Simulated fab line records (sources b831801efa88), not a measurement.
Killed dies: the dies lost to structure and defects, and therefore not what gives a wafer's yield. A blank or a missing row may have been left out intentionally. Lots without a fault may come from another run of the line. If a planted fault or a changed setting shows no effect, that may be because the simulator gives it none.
fab line records + flow sky130
record:
- lots: 14
- wafers: 40
- last-day: 50
route steps=708 shown SONOS_ONO@169 RES_PROTECT@215 POLY_GATE@224 PAD_OPEN@708
lots that met no fault: taken from a fault-free run of the same line
start-h: hours from the record's opening day to when the first of the lot's shown wafers began + wait-h: hours since the lot's step before + " the same as in the row above + L1.1+2: a row that stands for several wafers + - value missing, or start not given + * or withheld: withheld + < > ~ a bound
route shown NAME@n: NAME is a module with steps in the file, n the number in the route of the first one + usual: average and standard deviation across the fault-free wafers + same: alike in all rows + chamber/n: place in a boat + sites: the reading at each site + _std_site: the values' standard deviation + _edge_site: mean of outer sites minus mean of inner sites + radius-mm: for every site, how far away it sits from the centre of the wafer + mask NAME#n: copy n + behind: tool/chamber where the wafer was last shaped + hold: why the lot was held/for how many hours/how that ended + device: names the non-switching transistor (n, p or np) + end of line: the same wafers' tests at the end of the route + a step with no rows: only its recipe + killed: the dies lost at the first sort to structure and to defects; this is not the yield of the wafer + map: shows each die of a wafer: x if killed, . if not, _ if none is there
set.NAME: the setting that was run; set.NAME@STEP: the one run at that earlier step + model.NAME: the simulator's own value behind a step, which no gauge read
one table for each step of the route and one row for each wafer, over a sample of lots
services: when a tool's chamber went out of use (start-h, in hours from the record's first day, below 0 if earlier), for how many hours, and the reason
== steps ==
step: SKY_SONOS_ONO_THK_MEAS_01
recipe:
- reads: SiO2_of_SONOS_ONO_OXIDATION_00
usual:
- SONOS_ONO_OXIDATION_THK: 2.62/0.052
| lot.wafer | tool          | chamber | start-h | wait-h | SONOS_ONO_OXIDATION_THK[nm] |
|-----------|---------------|---------|---------|--------|-----------------------------|
| L426.4    | film-metro-02 | -       | 253.09  | 0.0    | 2.64                        |
| L426.5    | "             | -       | "       | "      | 2.65                        |
| L426.6    | "             | -       | "       | "      | 2.71                        |
| L428.1    | film-metro-02 | -       | 265.94  | 0.0    | 2.58                        |
| L428.4    | "             | -       | "       | "      | 2.54                        |
| L428.5    | "             | -       | "       | "      | 2.46                        |
| L427.2    | film-metro-02 | -       | 269.85  | 0.0    | 2.53                        |
| L427.5    | "             | -       | "       | "      | 2.60                        |
| L427.6    | "             | -       | "       | "      | 2.57                        |
| L433.5    | film-metro-02 | -       | 314.23  | 0.0    | 2.64                        |
| L433.6    | "             | -       | "       | "      | 2.69                        |
| L434.3    | film-metro-01 | -       | 326.46  | 0.0    | 2.67                        |
| L434.6    | "             | -       | "       | "      | 2.61                        |
| L441.3    | film-metro-03 | -       | 374.69  | 0.0    | 2.61                        |
| L441.4    | "             | -       | "       | "      | 2.64                        |
| L441.6    | "             | -       | "       | "      | 2.65                        |
| L442.2    | film-metro-02 | -       | 377.37  | 0.0    | 2.56                        |
| L442.4    | "             | -       | "       | "      | 2.61                        |
| L442.6    | "             | -       | "       | "      | 2.61                        |
| L443.1    | film-metro-03 | -       | 394.61  | 0.0    | 2.57                        |
| L443.2    | "             | -       | "       | "      | 2.63                        |
| L443.3    | "             | -       | "       | "      | 2.57                        |
| L445.1    | film-metro-02 | -       | 407.05  | 0.0    | 2.55                        |
| L445.4    | "             | -       | "       | "      | 2.61                        |
| L445.6    | "             | -       | "       | "      | 2.58                        |
| L444.3    | film-metro-01 | -       | 411.32  | 0.0    | 2.62                        |
| L444.4    | "             | -       | "       | "      | 2.63                        |
| L444.5    | "             | -       | "       | "      | 2.60                        |
| L446.2    | film-metro-01 | -       | 415.28  | 0.0    | 2.60                        |
| L446.3    | "             | -       | "       | "      | 2.58                        |
| L446.4    | "             | -       | "       | "      | 2.67                        |
| L447.4    | film-metro-03 | -       | 418.15  | 0.0    | 2.59                        |
| L447.5    | "             | -       | "       | "      | 2.56                        |
| L447.6    | "             | -       | "       | "      | 2.57                        |
| L448.1    | film-metro-01 | -       | 431.41  | 0.0    | 2.68                        |
| L448.4    | "             | -       | "       | "      | 2.78                        |
| L448.6    | "             | -       | "       | "      | 2.70                        |
| L449.1    | film-metro-03 | -       | 435.65  | 0.0    | 2.65                        |
| L449.2    | "             | -       | "       | "      | 2.69                        |
| L449.4    | "             | -       | "       | "      | 2.63                        |
step: SKY_RES_PROTECT_TW_MEAS_08
usual:
- POLY_GATE_TW: 4015/46
| lot.wafer | tool          | chamber | start-h | wait-h | POLY_GATE_TW |
|-----------|---------------|---------|---------|--------|--------------|
| L426.4    | film-metro-04 | -       | 338.91  | 0.1    | 4033         |
| L426.5    | "             | -       | "       | "      | 4047         |
| L426.6    | "             | -       | "       | "      | 4038         |
| L428.1    | film-metro-02 | -       | 351.26  | 0.1    | 3968         |
| L428.4    | "             | -       | "       | "      | 3961         |
| L428.5    | "             | -       | "       | "      | 3971         |
| L427.2    | film-metro-04 | -       | 358.22  | 0.1    | 4034         |
| L427.5    | "             | -       | "       | "      | 4042         |
| L427.6    | "             | -       | "       | "      | 4049         |
| L433.5    | film-metro-04 | -       | 406.72  | 0.0    | 4051         |
| L433.6    | "             | -       | "       | "      | 4030         |
| L434.3    | film-metro-04 | -       | 420.77  | 0.1    | 4042         |
| L434.6    | "             | -       | "       | "      | 4025         |
| L441.3    | film-metro-02 | -       | 475.07  | 0.1    | 3952         |
| L441.4    | "             | -       | "       | "      | 3946         |
| L441.6    | "             | -       | "       | "      | 3963         |
| L442.2    | film-metro-04 | -       | 476.44  | 0.1    | 4025         |
| L442.4    | "             | -       | "       | "      | 4046         |
| L442.6    | "             | -       | "       | "      | 4049         |
| L443.1    | film-metro-04 | -       | 495.21  | 0.1    | 4011         |
| L443.2    | "             | -       | "       | "      | 3998         |
| L443.3    | "             | -       | "       | "      | 4005         |
| L445.1    | film-metro-01 | -       | 510.08  | 0.1    | 4078         |
| L445.4    | "             | -       | "       | "      | 4063         |
| L445.6    | "             | -       | "       | "      | 4054         |
| L444.3    | film-metro-02 | -       | 513.20  | 0.1    | 3987         |
| L444.4    | "             | -       | "       | "      | 3952         |
| L444.5    | "             | -       | "       | "      | 3982         |
| L446.2    | film-metro-02 | -       | 515.76  | 0.1    | 3987         |
| L446.3    | "             | -       | "       | "      | 3988         |
| L446.4    | "             | -       | "       | "      | 3985         |
| L447.4    | film-metro-01 | -       | 516.39  | 0.1    | 4097         |
| L447.5    | "             | -       | "       | "      | 4090         |
| L447.6    | "             | -       | "       | "      | 4079         |
| L448.1    | film-metro-04 | -       | 529.98  | 0.1    | 3967         |
| L448.4    | "             | -       | "       | "      | 3996         |
| L448.6    | "             | -       | "       | "      | 3979         |
| L449.1    | film-metro-02 | -       | 534.41  | 0.1    | 3954         |
| L449.2    | "             | -       | "       | "      | 3969         |
| L449.4    | "             | -       | "       | "      | 3958         |
step: SKY_POLY_GATE_EXPOSE_10
recipe:
- mask-id: P1M
- na: 0.68
- source-shape: conventional
- sigma-outer: 0.6
- target-cd-nm: 150
- dose-mj: 28
| lot.wafer  | tool           | chamber | start-h | wait-h | mask  |
|------------|----------------|---------|---------|--------|-------|
| L426.4+5+6 | krf-scanner-01 | 0       | 355.47  | -      | P1M#0 |
| L428.1+4+5 | krf-scanner-02 | 0       | 367.09  | -      | P1M#0 |
| L427.2+5+6 | krf-scanner-02 | 0       | 376.35  | -      | P1M#0 |
| L433.5+6   | krf-scanner-01 | 0       | 425.35  | -      | P1M#0 |
| L434.3+6   | krf-scanner-01 | 0       | 437.72  | -      | P1M#0 |
| L441.3+4+6 | krf-scanner-01 | 0       | 492.20  | -      | P1M#0 |
| L442.2+4+6 | krf-scanner-02 | 0       | 493.81  | -      | P1M#0 |
| L443.1+2+3 | krf-scanner-01 | 0       | 517.14  | -      | P1M#0 |
| L445.1+4+6 | krf-scanner-01 | 0       | 526.68  | -      | P1M#0 |
| L444.3+4+5 | krf-scanner-01 | 0       | 530.90  | -      | P1M#0 |
| L446.2+3+4 | krf-scanner-01 | 0       | 532.98  | -      | P1M#0 |
| L447.4+5+6 | krf-scanner-01 | 0       | 534.18  | -      | P1M#0 |
| L448.1+4+6 | krf-scanner-01 | 0       | 547.81  | -      | P1M#0 |
| L449.1+2+4 | krf-scanner-01 | 0       | 551.32  | -      | P1M#0 |
step: SKY_POLY_GATE_CD_MEAS_13
recipe:
- target-cd-nm: 150
usual:
- cd-nm: 149.8/1.3
| lot.wafer | tool      | chamber | start-h | wait-h | cd-nm |
|-----------|-----------|---------|---------|--------|-------|
| L426.4    | cd-sem-02 | -       | 369.34  | -      | 151.6 |
| L426.5    | "         | -       | "       | "      | 151.4 |
| L426.6    | "         | -       | "       | "      | 152.0 |
| L428.1    | cd-sem-01 | -       | 381.28  | -      | 150.3 |
| L428.4    | "         | -       | "       | "      | 150.0 |
| L428.5    | "         | -       | "       | "      | 150.4 |
| L427.2    | cd-sem-02 | -       | 390.90  | -      | 150.2 |
| L427.5    | "         | -       | "       | "      | 149.9 |
| L427.6    | "         | -       | "       | "      | 149.8 |
| L433.5    | cd-sem-01 | -       | 440.10  | -      | 148.4 |
| L433.6    | "         | -       | "       | "      | 120.4 |
| L434.3    | cd-sem-02 | -       | 453.07  | -      | 121.2 |
| L434.6    | "         | -       | "       | "      | 120.2 |
| L441.3    | cd-sem-02 | -       | 506.92  | -      | 148.5 |
| L441.4    | "         | -       | "       | "      | 148.8 |
| L441.6    | "         | -       | "       | "      | 150.2 |
| L442.2    | cd-sem-01 | -       | 508.45  | -      | 149.1 |
| L442.4    | "         | -       | "       | "      | 150.1 |
| L442.6    | "         | -       | "       | "      | 150.1 |
| L443.1    | cd-sem-02 | -       | 532.42  | -      | 147.4 |
| L443.2    | "         | -       | "       | "      | 147.7 |
| L443.3    | "         | -       | "       | "      | 147.5 |
| L445.1    | cd-sem-02 | -       | 541.93  | -      | 148.7 |
| L445.4    | "         | -       | "       | "      | 148.3 |
| L445.6    | "         | -       | "       | "      | 148.6 |
| L444.3    | cd-sem-01 | -       | 545.86  | -      | 152.2 |
| L444.4    | "         | -       | "       | "      | 152.4 |
| L444.5    | "         | -       | "       | "      | 153.4 |
| L446.2    | cd-sem-01 | -       | 548.05  | -      | 148.5 |
| L446.3    | "         | -       | "       | "      | 149.6 |
| L446.4    | "         | -       | "       | "      | 147.6 |
| L447.4    | cd-sem-01 | -       | 549.44  | -      | 148.6 |
| L447.5    | "         | -       | "       | "      | 149.8 |
| L447.6    | "         | -       | "       | "      | 149.6 |
| L448.1    | cd-sem-02 | -       | 562.83  | -      | 149.4 |
| L448.4    | "         | -       | "       | "      | 150.0 |
| L448.6    | "         | -       | "       | "      | 150.6 |
| L449.1    | cd-sem-02 | -       | 566.27  | -      | 153.2 |
| L449.2    | "         | -       | "       | "      | 151.6 |
| L449.4    | "         | -       | "       | "      | 151.4 |
step: SKY_POLY_GATE_OVL_MEAS_14
usual:
- POLY_GATE_OVL: -4/6
| lot.wafer | tool       | chamber | start-h | wait-h | POLY_GATE_OVL[nm] |
|-----------|------------|---------|---------|--------|-------------------|
| L426.4    | overlay-02 | -       | 369.42  | 0.1    | 0                 |
| L426.5    | "          | -       | "       | "      | -2                |
| L426.6    | "          | -       | "       | "      | -4                |
| L428.1    | overlay-01 | -       | 381.40  | 0.1    | -7                |
| L428.4    | "          | -       | "       | "      | -13               |
| L428.5    | "          | -       | "       | "      | -1                |
| L427.2    | overlay-01 | -       | 391.01  | 0.1    | -10               |
| L427.5    | "          | -       | "       | "      | 5                 |
| L427.6    | "          | -       | "       | "      | -10               |
| L433.5    | overlay-01 | -       | 440.16  | 0.0    | -9                |
| L433.6    | "          | -       | "       | "      | -8                |
| L434.3    | overlay-01 | -       | 453.16  | 0.1    | -2                |
| L434.6    | "          | -       | "       | "      | -10               |
| L441.3    | overlay-01 | -       | 507.01  | 0.1    | -7                |
| L441.4    | "          | -       | "       | "      | -13               |
| L441.6    | "          | -       | "       | "      | -11               |
| L442.2    | overlay-02 | -       | 508.56  | 0.1    | 9                 |
| L442.4    | "          | -       | "       | "      | 6                 |
| L442.6    | "          | -       | "       | "      | 6                 |
| L443.1    | overlay-02 | -       | 532.54  | 0.1    | 4                 |
| L443.2    | "          | -       | "       | "      | 6                 |
| L443.3    | "          | -       | "       | "      | 0                 |
| L445.1    | overlay-01 | -       | 542.05  | 0.1    | 1                 |
| L445.4    | "          | -       | "       | "      | 0                 |
| L445.6    | "          | -       | "       | "      | 2                 |
| L444.3    | overlay-02 | -       | 545.95  | 0.1    | -4                |
| L444.4    | "          | -       | "       | "      | -4                |
| L444.5    | "          | -       | "       | "      | -10               |
| L446.2    | overlay-02 | -       | 548.16  | 0.1    | 5                 |
| L446.3    | "          | -       | "       | "      | 0                 |
| L446.4    | "          | -       | "       | "      | 0                 |
| L447.4    | overlay-02 | -       | 549.52  | 0.1    | -4                |
| L447.5    | "          | -       | "       | "      | -3                |
| L447.6    | "          | -       | "       | "      | -13               |
| L448.1    | overlay-01 | -       | 562.95  | 0.1    | -10               |
| L448.4    | "          | -       | "       | "      | 0                 |
| L448.6    | "          | -       | "       | "      | -6                |
| L449.1    | overlay-01 | -       | 566.39  | 0.1    | -8                |
| L449.2    | "          | -       | "       | "      | 6                 |
| L449.4    | "          | -       | "       | "      | 3                 |
step: SKY_PAD_OPEN_PROBE_99
usual:
- killed_at_M0_to_M3: 44/7
- killed_at_M4_up: 3.0/1.7
- killed-at-contacts: 24/5.2
- killed-at-front-end: 15/4.8
- killed-at-other: 0.2/0.56
- killed-dies: 86/9.7
- killed-on-rim: 17/4.1
- killed-open: 47/7.1
- killed-short: 39/6.3
same:
- gross-dies: 492
- killed-at-back-side: 0
| lot.wafer | tool      | chamber | start-h | wait-h | killed_at_M0_to_M3 | killed_at_M4_up | killed-at-contacts | killed-at-front-end | killed-at-other | killed-dies | killed-on-rim | killed-open | killed-short |
|-----------|-----------|---------|---------|--------|--------------------|-----------------|--------------------|---------------------|-----------------|-------------|---------------|-------------|--------------|
| L426.4    | prober-02 | -       | 1078.09 | 0.2    | 55                 | 2               | 22                 | 21                  | 0               | 100         | 14            | 52          | 46           |
| L426.5    | prober-02 | -       | 1078.14 | 0.2    | 47                 | 1               | 16                 | 20                  | 1               | 85          | 16            | 40          | 44           |
| L426.6    | prober-02 | -       | 1078.19 | 0.2    | 55                 | 4               | 16                 | 14                  | 1               | 90          | 22            | 57          | 33           |
| L428.1    | prober-01 | -       | 1088.22 | 0.1    | 46                 | 3               | 27                 | 9                   | 0               | 85          | 18            | 44          | 41           |
| L428.4    | prober-01 | -       | 1088.37 | 0.2    | 36                 | 3               | 26                 | 16                  | 0               | 81          | 20            | 46          | 34           |
| L428.5    | prober-01 | -       | 1088.42 | 0.2    | 31                 | 5               | 27                 | 12                  | 0               | 75          | 18            | 44          | 31           |
| L427.2    | prober-02 | -       | 1096.88 | 0.1    | 45                 | 2               | 24                 | 14                  | 0               | 85          | 18            | 48          | 37           |
| L427.5    | prober-02 | -       | 1097.03 | 0.2    | 46                 | 4               | 20                 | 19                  | 1               | 90          | 22            | 46          | 43           |
| L427.6    | prober-02 | -       | 1097.08 | 0.2    | 47                 | 4               | 24                 | 8                   | 0               | 83          | 16            | 43          | 40           |
| L433.5    | prober-02 | -       | 1128.08 | 0.2    | 50                 | 2               | 29                 | 7                   | 0               | 88          | 21            | 51          | 37           |
| L433.6    | prober-02 | -       | 1128.13 | 0.2    | 55                 | 4               | 21                 | 321                 | 0               | 401         | 90            | 50          | 43           |
| L434.3    | prober-02 | -       | 1137.39 | 0.2    | 45                 | 2               | 18                 | 301                 | 0               | 366         | 87            | 41          | 32           |
| L434.6    | prober-02 | -       | 1137.54 | 0.2    | 37                 | 5               | 23                 | 313                 | 0               | 378         | 91            | 51          | 31           |
| L441.3    | prober-02 | -       | 1168.25 | 0.2    | 58                 | 7               | 16                 | 26                  | 3               | 110         | 23            | 62          | 47           |
| L441.4    | prober-02 | -       | 1168.30 | 0.2    | 50                 | 4               | 20                 | 11                  | 1               | 86          | 19            | 47          | 39           |
| L441.6    | prober-02 | -       | 1168.40 | 0.2    | 40                 | 2               | 29                 | 18                  | 1               | 90          | 14            | 43          | 46           |
| L444.3    | prober-02 | -       | 1189.13 | 0.2    | 32                 | 1               | 25                 | 11                  | 1               | 70          | 15            | 34          | 36           |
| L444.4    | prober-02 | -       | 1189.18 | 0.2    | 37                 | 3               | 27                 | 17                  | 2               | 86          | 17            | 53          | 33           |
| L444.5    | prober-02 | -       | 1189.23 | 0.2    | 41                 | 4               | 22                 | 15                  | 0               | 82          | 18            | 39          | 43           |
killed by level:class
L426.4 VIA1:geometric-particle:open=11 METAL2:geometric-particle:short=10 LI_CONTACT:geometric-particle:open=8 CONTACT:geometric-particle:open=8 VIA2:geometric-particle:open=8 FIELD_ISO:geometric-particle:short=6 VIA1:geometric-particle:short=5 POLY_GATE:geometric-particle:open=4
L426.5 VIA1:geometric-particle:open=9 FIELD_ISO:geometric-particle:short=8 LI_CONTACT:geometric-particle:open=7 VIA2:geometric-particle:open=7 VIA3:geometric-particle:open=6 VIA2:geometric-particle:short=5 METAL3:geometric-particle:short=5 METAL2:geometric-particle:short=4
L426.6 VIA1:geometric-particle:open=26 LI_CONTACT:geometric-particle:open=8 VIA2:geometric-particle:open=7 FIELD_ISO:geometric-particle:open=5 POLY_GATE:geometric-particle:short=4 METAL1:geometric-particle:short=4 VIA1:geometric-particle:short=4 METAL4:geometric-particle:short=4
L428.1 LI_CONTACT:geometric-particle:open=8 VIA1:geometric-particle:open=8 VIA2:geometric-particle:open=7 CONTACT:geometric-particle:open=6 VIA1:geometric-particle:short=6 LOCAL_INTERCONNECT:geometric-particle:short=5 METAL1:geometric-particle:short=5 VIA3:geometric-particle:open=5
L428.4 CONTACT:geometric-particle:open=11 VIA1:geometric-particle:open=11 POLY_GATE:geometric-particle:short=7 VIA3:geometric-particle:open=7 LI_CONTACT:geometric-particle:open=6 POLY_GATE:geometric-particle:open=5 METAL3:geometric-particle:short=5 VIA2:geometric-particle:open=3
L428.5 CONTACT:geometric-particle:open=11 VIA1:geometric-particle:open=8 LI_CONTACT:geometric-particle:open=7 VIA2:geometric-particle:open=6 FIELD_ISO:geometric-particle:short=4 LOCAL_INTERCONNECT:geometric-particle:short=4 VIA3:geometric-particle:open=4 FIELD_ISO:geometric-particle:open=3
L427.2 VIA1:geometric-particle:open=10 CONTACT:geometric-particle:open=9 METAL2:geometric-particle:short=8 LI_CONTACT:geometric-particle:open=7 VIA3:geometric-particle:open=6 POLY_GATE:geometric-particle:open=5 CONTACT:geometric-particle:short=5 VIA2:geometric-particle:open=5
L427.5 CONTACT:geometric-particle:open=11 VIA1:geometric-particle:open=10 POLY_GATE:geometric-particle:short=7 VIA1:geometric-particle:short=7 POLY_GATE:geometric-particle:open=6 VIA2:geometric-particle:open=6 METAL2:geometric-particle:short=5 VIA2:geometric-particle:short=5
L427.6 VIA1:geometric-particle:open=10 LI_CONTACT:geometric-particle:open=9 LI_CONTACT:geometric-particle:short=5 CONTACT:geometric-particle:open=5 METAL1:geometric-particle:short=5 VIA1:geometric-particle:short=5 METAL2:geometric-particle:short=5 METAL1:geometric-particle:open=4
L433.5 VIA1:geometric-particle:open=13 LI_CONTACT:geometric-particle:open=10 CONTACT:geometric-particle:open=8 VIA1:geometric-particle:short=8 VIA3:geometric-particle:open=7 LOCAL_INTERCONNECT:geometric-particle:short=5 VIA2:geometric-particle:short=5 VIA2:geometric-particle:open=5
L433.6 POLY_GATE:area-expose=307 VIA3:geometric-particle:open=11 VIA1:geometric-particle:open=11 VIA2:geometric-particle:open=7 CONTACT:geometric-particle:open=6 METAL1:geometric-particle:short=6 FIELD_ISO:geometric-particle:open=5 FIELD_ISO:geometric-particle:short=5
L434.3 POLY_GATE:area-expose=293 VIA1:geometric-particle:open=12 VIA3:geometric-particle:open=10 LI_CONTACT:geometric-particle:open=6 VIA1:geometric-particle:short=6 VIA2:geometric-particle:open=5 CONTACT:geometric-particle:open=4 LI_CONTACT:geometric-particle:short=3
L434.6 POLY_GATE:area-expose=296 VIA3:geometric-particle:open=11 CONTACT:geometric-particle:open=9 VIA1:geometric-particle:open=7 LI_CONTACT:geometric-particle:open=6 VIA2:geometric-particle:open=5 FIELD_ISO:geometric-particle:open=4 POLY_GATE:geometric-particle:short=4
L441.3 VIA1:geometric-particle:open=18 VIA2:geometric-particle:open=11 METAL2:geometric-particle:short=10 FIELD_ISO:geometric-particle:open=7 FIELD_ISO:geometric-particle:short=7 LI_CONTACT:geometric-particle:open=6 CONTACT:geometric-particle:open=6 METAL4:geometric-particle:short=5
L441.4 VIA1:geometric-particle:open=11 VIA2:geometric-particle:open=8 CONTACT:geometric-particle:open=7 VIA1:geometric-particle:short=7 VIA3:geometric-particle:open=7 FIELD_ISO:geometric-particle:short=6 CONTACT:geometric-particle:short=5 METAL1:geometric-particle:short=5
L441.6 LI_CONTACT:geometric-particle:open=9 METAL2:geometric-particle:short=8 CONTACT:geometric-particle:open=7 LI_CONTACT:geometric-particle:short=7 VIA1:geometric-particle:open=7 VIA1:geometric-particle:short=6 FIELD_ISO:geometric-particle:short=4 FIELD_ISO:geometric-particle:open=4
L444.3 VIA1:geometric-particle:open=8 LI_CONTACT:geometric-particle:open=7 LOCAL_INTERCONNECT:geometric-particle:short=7 METAL1:geometric-particle:short=5 CONTACT:geometric-particle:short=4 POLY_GATE:geometric-particle:open=3 LI_CONTACT:geometric-particle:short=3 CONTACT:geometric-particle:open=3
L444.4 VIA1:geometric-particle:open=13 CONTACT:geometric-particle:open=11 VIA2:geometric-particle:open=9 FIELD_ISO:geometric-particle:short=6 LI_CONTACT:geometric-particle:open=6 POLY_GATE:geometric-particle:short=5 VIA3:geometric-particle:open=5 CONTACT:geometric-particle:short=4
L444.5 CONTACT:geometric-particle:open=10 VIA3:geometric-particle:open=9 FIELD_ISO:geometric-particle:short=6 METAL1:geometric-particle:short=6 VIA1:geometric-particle:open=6 METAL2:geometric-particle:short=6 VIA1:geometric-particle:short=5 VIA2:geometric-particle:open=5
== services ==
| tool           | chamber | start-h | hours | kind        |
|----------------|---------|---------|-------|-------------|
| krf-scanner-02 | -       | 335.60  | 1.8   | repair      |
| krf-scanner-01 | -       | 348.54  | 1.3   | pm          |
| krf-scanner-02 | -       | 349.94  | 4.7   | repair      |
| krf-scanner-02 | 0       | 361.09  | -     | calibration |
| krf-scanner-01 | -       | 363.67  | 0.8   | pm          |
| krf-scanner-02 | -       | 364.42  | 1.0   | pm          |
| krf-scanner-01 | -       | 365.42  | 0.8   | pm          |
| krf-scanner-02 | -       | 381.21  | 1.3   | pm          |
| krf-scanner-01 | -       | 388.74  | 3.6   | pm          |
| krf-scanner-01 | -       | 412.81  | 4.4   | pm          |
| krf-scanner-02 | -       | 424.07  | 4.4   | pm          |
| krf-scanner-01 | 0       | 438.20  | -     | calibration |
| krf-scanner-01 | -       | 443.74  | 4.4   | pm          |
| krf-scanner-02 | -       | 448.13  | 0.8   | pm          |
| krf-scanner-02 | -       | 472.71  | 1.2   | repair      |
| krf-scanner-02 | -       | 479.19  | 0.8   | pm          |
| krf-scanner-01 | -       | 479.94  | 1.0   | pm          |
| krf-scanner-01 | -       | 500.44  | 1.3   | pm          |
| krf-scanner-02 | -       | 514.56  | 21.0  | pm          |
| krf-scanner-01 | -       | 521.56  | 0.7   | repair      |
| krf-scanner-01 | -       | 535.56  | 0.8   | pm          |
| krf-scanner-02 | -       | 536.31  | 1.0   | pm          |
| krf-scanner-02 | 0       | 536.67  | -     | calibration |
| krf-scanner-01 | -       | 544.15  | 1.5   | pm          |
== key ==
first-sign:
- step: SKY_POLY_GATE_CD_MEAS_13
- reading: cd-nm
- direction: down
- sigmas: 22
- usual: 149.8
- struck: 120.6
effect:
- step: SKY_PAD_OPEN_PROBE_99
- reading: killed-at-front-end
- direction: up
- sigmas: 62
- usual: 15
- struck: 312
more-kills-born-at:
- SKY_POLY_GATE_EXPOSE_10@krf-scanner-01: 896
met-at SKY_POLY_GATE_EXPOSE_10
struck-lots L433,L434
struck-wafers L433.6,L434.3,L434.6
later-rows-left-out L433.6,L434.3,L434.6
tester-left-out L433,L434
not-acting-at SKY_SONOS_ONO_THK_MEAS_01,SKY_RES_PROTECT_TW_MEAS_08,SKY_POLY_GATE_OVL_MEAS_14
onset-between 355.47 425.35
fault:
- kind: process-parameter-drift
- tool: krf-scanner-01
- chamber: -
- onset-h: 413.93
- steps: SKY_POLY_GATE_EXPOSE_10
- channel: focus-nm
- offset: 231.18
- shape: step
- end-h: 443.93
- scope: struck-wafers-only
tester-left-out: of these lots the tester's yield and bins aren't shown, on N5 and GAA mostly nor the transistor test; their killed dies are dies lost to structure and defects alone, not to doping, threshold or leakage, so they don't give the yield
later-rows-left-out: the simulator's readings of these wafers behind a module that went badly wrong aren't trusted and aren't shown, but for the sort
